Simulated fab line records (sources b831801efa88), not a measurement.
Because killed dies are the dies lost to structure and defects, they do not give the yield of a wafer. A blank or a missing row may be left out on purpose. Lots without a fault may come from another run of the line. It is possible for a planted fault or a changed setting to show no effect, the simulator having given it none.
fab line records	flow gf180mcu
record: lots: 24	wafers: 72	lastDay: 34
route steps=602 shown M1@329 M2@365 V4@497 MIM@504 V5@543
lots that met no fault: taken from a fault-free run of the same line
startH: start of the lot's first displayed wafer, in hours after the record's first day	waitH: hours elapsed since this lot's preceding step	" repeats the value in the row above	L1.1+2: one row covering several wafers at once	- either no value or no given start	* or withheld: withheld	< > ~ a bound
route shown NAME@n: names a module that has steps shown in the file, with the first one's number in the route	usual: average and standard deviation across the fault-free wafers	same: alike in all rows	chamber/n: place in a boat	sites: readings site by site	_std_site: how widely they spread, as a standard deviation	_edge_site: outer sites' mean less inner sites'	radiusMm: how far each site lies from the wafer's centre	mask NAME#n: copy n	behind: tool/chamber where the wafer was last shaped	hold: cause of the lot's hold/its duration in hours/its outcome	device: the transistor (n, p or np) that didn't switch	end of line: tests of these same wafers at the route's end	a step given without rows: its recipe and nothing more	killed: not the wafer's yield, but the dies lost to structure and defects at the first sort	map: a wafer's dies, x killed, . not, _ none there
set.NAME: the setting the step ran with; set.NAME@STEP: the setting that earlier step ran with	model.NAME: the simulator's own value behind a step, which no gauge read
steps of the route over a sample of lots; a table a step, a row a wafer
services: from which hour (startH, from the record's first day; less than 0 if before it) a tool's chamber was out of use, for how many hours, and why
== steps ==
step: GF_M1_CD_MEAS_14
recipe: targetCdNm: 230
usual: cdNm: 229.8/1
lot.wafer	tool	chamber	startH	waitH	cdNm
L074.2	cdSem-02	-	386.13	0.1	228.4
L074.5	"	-	"	"	228.1
L074.6	"	-	"	"	228.8
L075.1	cdSem-02	-	390.11	0.1	229.5
L075.2	"	-	"	"	228.6
L075.6	"	-	"	"	230.9
L076.2	cdSem-01	-	404.97	0.1	230.3
L076.3	"	-	"	"	230.2
L076.6	"	-	"	"	229.8
L077.1	cdSem-01	-	408.30	0.1	232.3
L077.5	"	-	"	"	232.2
L077.6	"	-	"	"	230.7
L078.2	cdSem-01	-	418.57	0.1	228.8
L078.4	"	-	"	"	228.3
L078.6	"	-	"	"	228.8
L079.3	cdSem-01	-	434.05	0.1	229.7
L079.5	"	-	"	"	229.6
L079.6	"	-	"	"	229.9
L080.4	cdSem-02	-	444.41	0.1	228.8
L080.5	"	-	"	"	228.7
L080.6	"	-	"	"	229.2
L081.1	cdSem-01	-	451.60	0.1	230.9
L081.3	"	-	"	"	230.8
L081.6	"	-	"	"	229.6
L082.1	cdSem-02	-	463.01	0.1	229.2
L082.2	"	-	"	"	228.9
L082.6	"	-	"	"	229.1
L083.4	cdSem-02	-	471.86	0.1	229.5
L083.5	"	-	"	"	228.7
L083.6	"	-	"	"	229.8
L084.1	cdSem-02	-	474.10	0.1	231.1
L084.2	"	-	"	"	231.0
L084.4	"	-	"	"	230.1
L085.1	cdSem-01	-	482.70	0.1	230.6
L085.2	"	-	"	"	230.5
L085.4	"	-	"	"	231.1
L086.3	cdSem-01	-	488.44	0.1	229.1
L086.5	"	-	"	"	229.0
L086.6	"	-	"	"	229.2
L087.1	cdSem-02	-	506.00	0.1	230.5
L087.5	"	-	"	"	231.0
L087.6	"	-	"	"	230.6
L088.1	cdSem-01	-	510.10	0.1	231.2
L088.3	"	-	"	"	231.3
L088.5	"	-	"	"	230.7
L089.3	cdSem-02	-	523.89	0.1	230.5
L089.4	"	-	"	"	231.3
L089.5	"	-	"	"	230.3
L090.3	cdSem-02	-	525.89	0.1	228.6
L090.4	"	-	"	"	228.6
L090.5	"	-	"	"	228.5
L091.3	cdSem-01	-	529.99	0.1	228.1
L091.4	"	-	"	"	228.1
L091.5	"	-	"	"	228.4
L092.1	cdSem-01	-	538.85	0.1	232.2
L092.5	"	-	"	"	231.3
L092.6	"	-	"	"	231.0
L093.2	cdSem-02	-	544.03	0.1	230.6
L093.4	"	-	"	"	229.8
L093.6	"	-	"	"	229.7
L094.2	cdSem-02	-	551.02	0.1	229.2
L094.3	"	-	"	"	230.3
L094.4	"	-	"	"	230.7
L095.1	cdSem-02	-	559.00	0.1	228.6
L095.3	"	-	"	"	228.2
L095.4	"	-	"	"	228.3
L096.1	cdSem-01	-	570.25	0.1	229.5
L096.2	"	-	"	"	229.0
L096.6	"	-	"	"	230.2
L097.2	cdSem-02	-	584.82	0.1	231.1
L097.4	"	-	"	"	230.7
L097.5	"	-	"	"	230.3
step: GF_M2_SPUTTER_03
recipe: material: Ti	targetThkNm: 10	substrateTempC: 300	chamberPressurePa: 0.3	powerW: 3000	timeS: 6.7
usual: throttleValvePct: 30.0/0.85
lot.wafer	tool	chamber	startH	waitH	throttleValvePct
L074.2	pvdSputter-01	-	412.56	0.0	29.8
L074.5	"	-	"	"	31.1
L074.6	"	-	"	"	30.0
L075.1	pvdSputter-01	-	416.37	0.0	29.9
L075.2	"	-	"	"	31.4
L075.6	"	-	"	"	29.6
L076.2	pvdSputter-01	-	432.06	0.0	29.5
L076.3	"	-	"	"	31.5
L076.6	"	-	"	"	31.2
L077.1	pvdSputter-01	-	434.67	0.0	29.9
L077.5	"	-	"	"	29.8
L077.6	"	-	"	"	29.9
L078.2	pvdSputter-02	-	445.21	0.0	31.4
L078.4	"	-	"	"	29.4
L078.6	"	-	"	"	31.2
L079.3	pvdSputter-04	-	461.68	0.0	30.9
L079.5	"	-	"	"	30.7
L079.6	"	-	"	"	30.6
L080.4	pvdSputter-04	-	471.29	0.0	29.8
L080.5	"	-	"	"	29.8
L080.6	"	-	"	"	30.9
L081.1	pvdSputter-01	-	478.31	0.0	31.3
L081.3	"	-	"	"	29.8
L081.6	"	-	"	"	31.3
L082.1	pvdSputter-04	-	489.93	0.0	31.0
L082.2	"	-	"	"	31.0
L082.6	"	-	"	"	29.6
L083.4	pvdSputter-01	-	498.53	0.0	29.5
L083.5	"	-	"	"	29.7
L083.6	"	-	"	"	29.8
L084.1	pvdSputter-02	-	501.92	0.0	30.4
L084.2	"	-	"	"	28.4
L084.4	"	-	"	"	29.4
L085.1	pvdSputter-01	-	509.29	0.0	30.1
L085.2	"	-	"	"	31.3
L085.4	"	-	"	"	29.7
L086.3	pvdSputter-02	-	515.27	0.0	30.2
L086.5	"	-	"	"	29.4
L086.6	"	-	"	"	31.5
L087.1	pvdSputter-01	-	532.70	0.0	29.8
L087.5	"	-	"	"	31.8
L087.6	"	-	"	"	29.6
L088.1	pvdSputter-01	-	537.39	0.0	30.3
L088.3	"	-	"	"	30.0
L088.5	"	-	"	"	30.1
L089.3	pvdSputter-01	-	549.75	0.0	29.7
L089.4	"	-	"	"	29.9
L089.5	"	-	"	"	29.9
L090.3	pvdSputter-02	-	551.65	0.0	29.3
L090.4	"	-	"	"	30.2
L090.5	"	-	"	"	30.3
L091.3	pvdSputter-04	-	556.56	0.0	30.7
L091.4	"	-	"	"	28.7
L091.5	"	-	"	"	29.7
L092.1	pvdSputter-01	-	564.22	0.0	29.8
L092.5	"	-	"	"	29.8
L092.6	"	-	"	"	29.7
L093.2	pvdSputter-04	-	568.82	0.0	29.8
L093.4	"	-	"	"	30.8
L093.6	"	-	"	"	30.5
L094.2	pvdSputter-04	-	576.44	0.0	31.1
L094.3	"	-	"	"	28.5
L094.4	"	-	"	"	29.6
L095.1	pvdSputter-04	-	583.86	0.0	29.7
L095.3	"	-	"	"	30.6
L095.4	"	-	"	"	30.7
L096.1	pvdSputter-02	-	595.63	0.0	30.4
L096.2	"	-	"	"	31.3
L096.6	"	-	"	"	28.5
L097.2	pvdSputter-04	-	608.38	0.0	31.1
L097.4	"	-	"	"	29.8
L097.5	"	-	"	"	28.3
step: GF_V4_SPUTTER_21
recipe: material: Ti	targetThkNm: 15	chamberPressurePa: 5	powerW: 2500	substrateTempC: 200	timeS: 80.02
usual: throttleValvePct: 29.9/0.74
lot.wafer	tool	chamber	startH	waitH	throttleValvePct
L074.2	pvdSputter-03	-	562.58	0.0	29.7
L074.5	"	-	"	"	28.6
L074.6	"	-	"	"	30.0
L075.1	pvdSputter-03	-	567.72	0.0	30.2
L075.2	"	-	"	"	30.0
L075.6	"	-	"	"	30.4
L076.2	pvdSputter-02	-	579.83	0.0	29.6
L076.3	"	-	"	"	30.3
L076.6	"	-	"	"	30.2
L077.1	pvdSputter-02	-	583.22	0.0	30.1
L077.5	"	-	"	"	30.4
L077.6	"	-	"	"	28.7
L078.2	pvdSputter-02	-	592.88	0.0	28.7
L078.4	"	-	"	"	30.3
L078.6	"	-	"	"	28.4
L079.3	pvdSputter-01	-	607.77	0.0	29.5
L079.5	"	-	"	"	29.8
L079.6	"	-	"	"	29.8
L080.4	pvdSputter-02	-	615.42	0.0	28.5
L080.5	"	-	"	"	28.8
L080.6	"	-	"	"	30.3
L081.1	pvdSputter-02	-	621.28	0.0	29.5
L081.3	"	-	"	"	31.5
L081.6	"	-	"	"	31.3
L082.1	pvdSputter-03	-	630.45	0.0	29.2
L082.2	"	-	"	"	30.1
L082.6	"	-	"	"	29.1
L083.4	pvdSputter-03	-	638.59	0.0	29.8
L083.5	"	-	"	"	29.7
L083.6	"	-	"	"	30.1
L084.1	pvdSputter-03	-	641.10	0.0	29.9
L084.2	"	-	"	"	30.0
L084.4	"	-	"	"	29.1
L085.1	pvdSputter-03	-	646.87	0.0	30.1
L085.2	"	-	"	"	29.6
L085.4	"	-	"	"	30.0
L086.3	pvdSputter-02	-	652.17	0.0	29.7
L086.5	"	-	"	"	29.5
L086.6	"	-	"	"	30.3
L087.1	pvdSputter-03	-	666.76	0.0	29.9
L087.5	"	-	"	"	29.5
L087.6	"	-	"	"	29.2
L088.1	pvdSputter-01	-	671.47	0.0	30.0
L088.3	"	-	"	"	31.5
L088.5	"	-	"	"	31.1
L089.3	pvdSputter-03	-	681.77	0.0	28.8
L089.4	"	-	"	"	29.7
L089.5	"	-	"	"	30.2
L090.3	pvdSputter-01	-	684.42	0.0	29.9
L090.4	"	-	"	"	29.7
L090.5	"	-	"	"	31.3
L091.3	pvdSputter-01	-	686.47	0.0	30.0
L091.4	"	-	"	"	31.4
L091.5	"	-	"	"	29.7
L092.1	pvdSputter-03	-	694.82	0.0	28.8
L092.5	"	-	"	"	30.0
L092.6	"	-	"	"	29.9
L093.2	pvdSputter-03	-	696.52	0.0	30.2
L093.4	"	-	"	"	30.1
L093.6	"	-	"	"	28.9
L094.2	pvdSputter-03	-	703.64	0.0	30.0
L094.3	"	-	"	"	29.9
L094.4	"	-	"	"	28.9
L095.1	pvdSputter-01	-	709.62	0.0	30.0
L095.3	"	-	"	"	31.5
L095.4	"	-	"	"	29.8
L096.1	pvdSputter-01	-	720.05	0.0	31.3
L096.2	"	-	"	"	29.7
L096.6	"	-	"	"	30.1
L097.2	pvdSputter-01	-	730.98	0.0	29.9
L097.4	"	-	"	"	29.7
L097.5	"	-	"	"	31.6
step: GF_MIM_SPUTTER_01
recipe: material: TiN	targetThkNm: 30	powerW: 6500	timeS: 25	chamberPressurePa: 0.4
usual: throttleValvePct: 30.0/0.83
lot.wafer	tool	chamber	startH	waitH	throttleValvePct
L074.2	pvdSputter-01	-	563.37	0.1	29.8
L074.5	"	-	"	"	30.0
L074.6	"	-	"	"	29.5
L075.1	pvdSputter-01	-	568.51	0.1	29.7
L075.2	"	-	"	"	30.2
L075.6	"	-	"	"	30.0
L076.2	pvdSputter-01	-	580.62	0.1	29.8
L076.3	"	-	"	"	29.6
L076.6	"	-	"	"	29.7
L077.1	pvdSputter-01	-	584.01	0.1	31.5
L077.5	"	-	"	"	31.5
L077.6	"	-	"	"	30.3
L078.2	pvdSputter-04	-	593.67	0.1	30.8
L078.4	"	-	"	"	29.4
L078.6	"	-	"	"	31.1
L079.3	pvdSputter-03	-	608.56	0.1	30.1
L079.5	"	-	"	"	30.0
L079.6	"	-	"	"	30.1
L080.4	pvdSputter-04	-	616.21	0.1	29.5
L080.5	"	-	"	"	30.6
L080.6	"	-	"	"	28.7
L081.1	pvdSputter-04	-	622.07	0.1	30.6
L081.3	"	-	"	"	28.4
L081.6	"	-	"	"	30.9
L082.1	pvdSputter-04	-	631.24	0.1	28.7
L082.2	"	-	"	"	29.3
L082.6	"	-	"	"	31.0
L083.4	pvdSputter-03	-	639.38	0.1	30.3
L083.5	"	-	"	"	29.2
L083.6	"	-	"	"	29.8
L084.1	pvdSputter-01	-	641.89	0.1	31.3
L084.2	"	-	"	"	29.7
L084.4	"	-	"	"	30.1
L085.1	pvdSputter-01	-	647.66	0.1	29.9
L085.2	"	-	"	"	31.4
L085.4	"	-	"	"	31.7
L086.3	pvdSputter-03	-	652.96	0.1	28.9
L086.5	"	-	"	"	29.6
L086.6	"	-	"	"	29.0
L087.1	pvdSputter-01	-	667.55	0.1	30.0
L087.5	"	-	"	"	29.8
L087.6	"	-	"	"	31.5
L088.1	pvdSputter-03	-	672.26	0.1	30.0
L088.3	"	-	"	"	30.1
L088.5	"	-	"	"	30.4
L089.3	pvdSputter-01	-	682.77	0.1	31.4
L089.4	"	-	"	"	29.7
L089.5	"	-	"	"	29.7
L090.3	pvdSputter-01	-	685.44	0.1	29.9
L090.4	"	-	"	"	29.6
L090.5	"	-	"	"	31.5
L091.3	pvdSputter-01	-	687.26	0.1	29.7
L091.4	"	-	"	"	29.6
L091.5	"	-	"	"	29.7
L092.1	pvdSputter-03	-	695.82	0.1	29.7
L092.5	"	-	"	"	30.2
L092.6	"	-	"	"	29.0
L093.2	pvdSputter-04	-	697.31	0.1	29.4
L093.4	"	-	"	"	31.0
L093.6	"	-	"	"	29.7
L094.2	pvdSputter-04	-	704.43	0.1	29.4
L094.3	"	-	"	"	28.3
L094.4	"	-	"	"	31.1
L095.1	pvdSputter-04	-	710.42	0.1	28.4
L095.3	"	-	"	"	30.6
L095.4	"	-	"	"	29.7
L096.1	pvdSputter-04	-	720.85	0.1	30.9
L096.2	"	-	"	"	29.5
L096.6	"	-	"	"	29.8
L097.2	pvdSputter-01	-	731.77	0.1	30.0
L097.4	"	-	"	"	29.8
L097.5	"	-	"	"	29.8
step: GF_V5_THK_MEAS_03
recipe: reads: SiO2_of_V5_CVD_02
usual: V5_CVD_02_THK: 1452/17
lot.wafer	tool	chamber	startH	waitH	V5_CVD_02_THK[nm]
L074.2	filmMetro-04	-	608.35	0.1	1434
L074.5	"	-	"	"	1450
L074.6	"	-	"	"	1445
L075.1	filmMetro-04	-	612.01	0.1	1439
L075.2	"	-	"	"	1430
L075.6	"	-	"	"	1463
L076.2	filmMetro-04	-	623.52	0.1	1426
L076.3	"	-	"	"	1459
L076.6	"	-	"	"	1469
L077.1	filmMetro-01	-	627.11	0.1	1420
L077.5	"	-	"	"	1439
L077.6	"	-	"	"	1441
L078.2	filmMetro-04	-	636.24	0.1	1446
L078.4	"	-	"	"	1471
L078.6	"	-	"	"	1462
L079.3	filmMetro-04	-	650.47	0.1	1425
L079.5	"	-	"	"	1457
L079.6	"	-	"	"	1474
L080.4	filmMetro-02	-	657.51	0.1	1469
L080.5	"	-	"	"	1469
L080.6	"	-	"	"	1472
L081.1	filmMetro-01	-	664.37	0.1	1449
L081.3	"	-	"	"	1433
L081.6	"	-	"	"	1459
L082.1	filmMetro-01	-	673.04	0.1	1454
L082.2	"	-	"	"	1438
L082.6	"	-	"	"	1448
L083.4	filmMetro-01	-	679.59	0.0	1462
L083.5	"	-	"	"	1500
L083.6	"	-	"	"	1461
L084.1	filmMetro-01	-	682.40	0.1	1453
L084.2	"	-	"	"	1439
L084.4	"	-	"	"	1465
L085.1	filmMetro-04	-	686.97	0.1	1449
L085.2	"	-	"	"	1430
L085.4	"	-	"	"	1461
L086.3	filmMetro-02	-	692.97	0.1	1438
L086.5	"	-	"	"	1451
L086.6	"	-	"	"	1464
L087.1	filmMetro-01	-	706.12	0.1	1443
L087.5	"	-	"	"	1457
L087.6	"	-	"	"	1472
L088.1	filmMetro-01	-	711.85	0.1	1448
L088.3	"	-	"	"	1422
L088.5	"	-	"	"	1447
L089.3	filmMetro-02	-	721.29	0.1	1444
L089.4	"	-	"	"	1477
L089.5	"	-	"	"	1501
L090.3	filmMetro-04	-	722.63	0.1	1433
L090.4	"	-	"	"	1461
L090.5	"	-	"	"	1459
L091.3	filmMetro-02	-	725.18	0.1	1447
L091.4	"	-	"	"	1466
L091.5	"	-	"	"	1452
L092.1	filmMetro-02	-	733.81	0.1	1439
L092.5	"	-	"	"	1482
L092.6	"	-	"	"	1453
L093.2	filmMetro-02	-	734.89	0.1	1446
L093.4	"	-	"	"	1460
L093.6	"	-	"	"	1449
L094.2	filmMetro-01	-	741.97	0.1	1425
L094.3	"	-	"	"	1459
L094.4	"	-	"	"	1473
L095.1	filmMetro-04	-	746.66	0.1	1429
L095.3	"	-	"	"	1429
L095.4	"	-	"	"	1446
L096.1	filmMetro-02	-	755.55	0.1	1459
L096.2	"	-	"	"	1450
L096.6	"	-	"	"	1447
L097.2	filmMetro-02	-	767.21	0.1	1447
L097.4	"	-	"	"	1467
L097.5	"	-	"	"	1462
step: GF_V5_SPUTTER_21
recipe: material: Ti	targetThkNm: 15	chamberPressurePa: 5	powerW: 2500	substrateTempC: 200	timeS: 80.02
usual: throttleValvePct: 29.9/0.93
lot.wafer	tool	chamber	startH	waitH	throttleValvePct
L074.2	pvdSputter-04	-	630.09	0.0	31.0
L074.5	"	-	"	"	29.6
L074.6	"	-	"	"	28.7
L075.1	pvdSputter-04	-	633.81	0.0	29.6
L075.2	"	-	"	"	28.5
L075.6	"	-	"	"	30.8
L076.2	pvdSputter-02	-	644.77	0.0	31.4
L076.3	"	-	"	"	29.4
L076.6	"	-	"	"	29.3
L077.1	pvdSputter-02	-	647.94	0.0	31.4
L077.5	"	-	"	"	28.5
L077.6	"	-	"	"	31.3
L078.2	pvdSputter-03	-	656.35	0.0	30.1
L078.4	"	-	"	"	29.0
L078.6	"	-	"	"	30.2
L079.3	pvdSputter-03	-	670.92	0.0	29.6
L079.5	"	-	"	"	30.1
L079.6	"	-	"	"	29.8
L080.4	pvdSputter-03	-	677.37	0.0	30.1
L080.5	"	-	"	"	30.1
L080.6	"	-	"	"	30.0
L081.1	pvdSputter-02	-	684.35	0.0	29.3
L081.3	"	-	"	"	28.3
L081.6	"	-	"	"	30.3
L082.1	pvdSputter-03	-	693.52	0.0	30.1
L082.2	"	-	"	"	30.3
L082.6	"	-	"	"	29.2
L083.4	pvdSputter-02	-	700.37	0.0	30.4
L083.5	"	-	"	"	28.5
L083.6	"	-	"	"	30.3
L084.1	pvdSputter-02	-	702.77	0.0	28.4
L084.2	"	-	"	"	31.2
L084.4	"	-	"	"	29.4
L085.1	pvdSputter-04	-	706.82	0.0	31.0
L085.2	"	-	"	"	30.9
L085.4	"	-	"	"	29.9
L086.3	pvdSputter-02	-	712.47	0.0	28.4
L086.5	"	-	"	"	29.2
L086.6	"	-	"	"	31.2
L087.1	pvdSputter-03	-	724.78	0.0	28.9
L087.5	"	-	"	"	30.0
L087.6	"	-	"	"	30.2
L088.1	pvdSputter-04	-	730.65	0.0	30.6
L088.3	"	-	"	"	28.5
L088.5	"	-	"	"	28.5
L089.3	pvdSputter-04	-	739.82	0.0	29.4
L089.4	"	-	"	"	28.8
L089.5	"	-	"	"	29.7
L090.3	pvdSputter-04	-	741.88	0.0	28.6
L090.4	"	-	"	"	30.7
L090.5	"	-	"	"	30.8
L091.3	pvdSputter-04	-	742.88	0.0	31.2
L091.4	"	-	"	"	31.0
L091.5	"	-	"	"	30.9
L092.1	pvdSputter-02	-	751.50	0.0	31.1
L092.5	"	-	"	"	28.7
L092.6	"	-	"	"	30.2
L093.2	pvdSputter-02	-	753.55	0.0	29.6
L093.4	"	-	"	"	30.6
L093.6	"	-	"	"	29.3
L094.2	pvdSputter-02	-	759.31	0.0	31.4
L094.3	"	-	"	"	28.4
L094.4	"	-	"	"	30.2
L095.1	pvdSputter-02	-	764.18	0.0	30.4
L095.3	"	-	"	"	29.5
L095.4	"	-	"	"	28.5
L096.1	pvdSputter-02	-	772.89	0.0	31.2
L096.2	"	-	"	"	29.4
L096.6	"	-	"	"	31.2
L097.2	pvdSputter-02	-	784.46	0.0	31.3
L097.4	"	-	"	"	29.2
L097.5	"	-	"	"	30.2
== services ==
tool	chamber	startH	hours	kind
pvdSputter-01	-	388.70	4.6	repair
pvdSputter-03	-	390.89	0.5	repair
pvdSputter-03	-	407.76	7.0	repair
pvdSputter-03	-	410.56	20.0	repair
pvdSputter-04	-	416.21	4.9	repair
pvdSputter-01	-	424.91	6.7	repair
pvdSputter-03	-	436.86	3.2	repair
pvdSputter-01	-	443.66	4.0	repair
pvdSputter-03	-	490.12	4.1	repair
pvdSputter-04	-	499.24	3.4	repair
pvdSputter-03	-	535.26	0.9	repair
pvdSputter-01	1	548.08	-	consumableReplace:kit
pvdSputter-01	1	548.08	18.0	scheduledDown
pvdSputter-01	1	548.08	18.0	ventCycle
pvdSputter-01	-	554.83	7.3	repair
pvdSputter-01	-	639.22	1.9	repair
pvdSputter-04	-	641.95	9.4	repair
pvdSputter-01	0	644.63	-	consumableReplace:kit
pvdSputter-02	-	662.25	0.7	repair
pvdSputter-04	-	676.15	3.5	repair
pvdSputter-02	-	739.31	10.4	repair
pvdSputter-04	-	750.42	3.5	repair
pvdSputter-03	-	759.80	5.4	repair
pvdSputter-04	-	774.18	2.2	repair
== key ==
fault none
